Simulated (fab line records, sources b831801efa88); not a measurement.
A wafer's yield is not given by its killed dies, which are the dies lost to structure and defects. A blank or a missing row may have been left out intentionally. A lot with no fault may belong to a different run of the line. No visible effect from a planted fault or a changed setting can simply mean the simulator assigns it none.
Problem report, 8D (eight disciplines) form, completed by code | flow sky130 | the parts of the form that need people (team, actions taken, sign-off) are left out

== 1. WHAT IS WRONG ==
Wafers without a fault read 6500.0 W, standard deviation 1.2; cathode-dc-power-W at SKY_METAL4_SPUTTER_04 reads a mean of 7373.5 W on 2 wafers belonging to 2 lots. So: +99 or more standard deviations from the usual mean.
The step: material TiN, target thk 70 nm, time 58.3 s.
Seen first at day 44 20:46 on pvd-sputter-02, wafer L571.3. The record holds 36 wafers of 12 lots with a number at this step. The rule behind "out" and "out of limits": a value lying over 4 standard deviations away from the usual mean. The rest of the wafers with a number are treated as sound.

== 2. WHAT IT IS; WHAT IT IS NOT ==
question                    | is                 | is not
which readings at this step | cathode-dc-power-W | throttle-valve-pct
which lots                  | L571, L575         | L555, L556, L557, L560, L562, L564, L566, L572, L576, L577
which wafers of those lots  | L571.3, L575.1     | L571.1, L571.4, L575.4, L575.5
read on which tools         | pvd-sputter-02     | pvd-sputter-01, pvd-sputter-04
when                        | from day 44 20:46  | up to then (23 sound wafers); but 11 sound wafers of L572, L575, L576, L577 came after

== 3. WHAT RULES OUT EACH SUSPECT ==
Counting: any tool at a process step up to the reading remains a suspect provided it ran every lot that is out. Sound lots after the first of them don't rule it out here, since some wafers of a struck lot are sound.
- pvd-sputter-02 at SKY_METAL4_SPUTTER_01 (material TiN, target thk 20 nm, time 16.7 s): kept. Ran every lot that is out, first one L571 (day 44 20:41); last sound lot up to then L564 (day 43 00:17).
- pvd-sputter-02 at SKY_METAL4_SPUTTER_04 (material TiN, target thk 70 nm, time 58.3 s): kept. Ran every lot that is out, first one L571 (day 44 20:46); last sound lot up to then L564 (day 43 00:23). Its own readings are out on those wafers: cathode-dc-power-W.
The count leaves pvd-sputter-02 at SKY_METAL4_SPUTTER_04 and pvd-sputter-02 at SKY_METAL4_SPUTTER_01.

== 4. THE CAUSE (what the simulator had put in) ==
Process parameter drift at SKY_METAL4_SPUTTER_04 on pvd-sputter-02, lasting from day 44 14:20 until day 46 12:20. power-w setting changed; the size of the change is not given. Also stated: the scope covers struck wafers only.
Counting left 2 suspects, and this tool is among them.

== 5. THE EFFECT CHAIN, in route order ==
One row per reading whose mean, taken over the struck wafers that have a number, lies over 3 standard deviations from the usual. Scope: only readings with a usual standard deviation given in the record; hours: median across lots of the time from each lot's start at the first step in this table that gives one to its start at this step; sigmas: change in usual standard deviations.
hours | step                  | reading            | usual    | on struck wafers | change | sigmas
0     | SKY_METAL4_SPUTTER_04 | cathode-dc-power-W | 6500.0 W | 7373.5           | +873.5 | +99 or more
Process steps it contains:
- SKY_METAL4_SPUTTER_04: material TiN, target thk 70 nm, time 58.3 s.

== 6. WHAT WOULD HAVE CAUGHT IT SOONER ==
First out-of-limits reading in this record: day 44 20:46, which is 6 hours after fault onset at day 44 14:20.
